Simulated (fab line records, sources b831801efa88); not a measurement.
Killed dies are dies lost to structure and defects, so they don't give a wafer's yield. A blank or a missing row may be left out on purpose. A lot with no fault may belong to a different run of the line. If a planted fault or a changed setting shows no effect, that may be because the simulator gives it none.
One fault through the eyes of 2 desks :: flow gf180mcu :: each desk holds nothing but its own numbers, with what lay behind them at the end

AT THE TOOL OWNER'S DESK: pecvd-04
The tool's own readings at GF_V3_CVD_02 (deposits SiO2 from TEOS, target thk 850 nm, time 94.851 s): means of the sampled wafers that have a number, for each lot that ran on this tool. Marked OUT: a lot whose mean sits more than 4 standard deviations from the usual mean, which makes it out of limits; the brackets give that distance.
Columns: A = heater power w at GF_V3_CVD_02, usual 616 W; B = run length s at GF_V3_CVD_02, usual 122.5 s
lot: L333
first seen here: day 22 18:41
A: 618
B: 122.7

lot: L334
first seen here: day 23 08:08
A: 517
B: 121.8

lot: L339
first seen here: day 25 02:38
A: 603
B: 122.5

lot: L340
first seen here: day 25 08:22
A: 569
B: 122.5

lot: L346
first seen here: day 27 05:25
A: 585
B: 112.2 (-21) OUT

lot: L351
first seen here: day 28 16:35
A: 588
B: 112.4 (-21) OUT
Finding of this desk: L346, L351 out of limits; the first was L346 at day 27 05:25, on run length s at GF_V3_CVD_02. L333, L334, L339, L340: within limits.

METROLOGY DESK
What the gauges read, lot by lot, whatever tool the lot ran on: means of the sampled wafers that have a number. Marked OUT: a lot whose mean sits more than 4 standard deviations from the usual mean, which makes it out of limits; the brackets give that distance.
Columns: A = M3_ALCU_THK at GF_M3_THK_MEAS_06, usual 453 nm; B = V3_CVD_02_THK at GF_V3_THK_MEAS_03, usual 852 nm
lot: L331
first seen here: day 21 05:13
A: 449
B: 859

lot: L333
first seen here: day 21 18:08
A: 455
B: 844

lot: L334
first seen here: day 22 08:18
A: 459
B: 853

lot: L335
first seen here: day 22 15:50
A: 453
B: 845

lot: L337
first seen here: day 23 09:48
A: 453
B: 847

lot: L339
first seen here: day 24 02:52
A: 450
B: 864

lot: L340
first seen here: day 24 09:38
A: 457
B: 851

lot: L341
first seen here: day 24 17:50
A: 443
B: 847

lot: L342
first seen here: day 25 00:37
A: 448
B: 849

lot: L346
first seen here: day 26 08:41
A: 455
B: 752 (-10) OUT

lot: L351
first seen here: day 27 20:30
A: 455
B: 761 (-9.1) OUT
This desk's result: L346, L351 out of limits, first on L346 (V3_CVD_02_THK at GF_V3_THK_MEAS_03), day 27 05:29. L331, L333, L334, L335, L337, L339, L340, L341, L342: within limits.

TAKEN TOGETHER
At day 27 05:25, on L346, L351, the tool owner's desk was in a position to raise an alarm.
Metrology desk: alarm possible at day 27 05:29 on L346, L351.
Of the lots named, all ran GF_V3_CVD_02 on pecvd-04.

WHAT HAD BEEN PUT IN BY THE SIMULATOR
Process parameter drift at GF_V3_CVD_02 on pecvd-04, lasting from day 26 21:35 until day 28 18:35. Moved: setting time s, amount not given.
Struck lots among those shown: L346, L351.
Delay (hours) between the fault's onset and each desk's first out-of-limits reading: 8 at the tool owner's desk, 8 at the metrology desk.
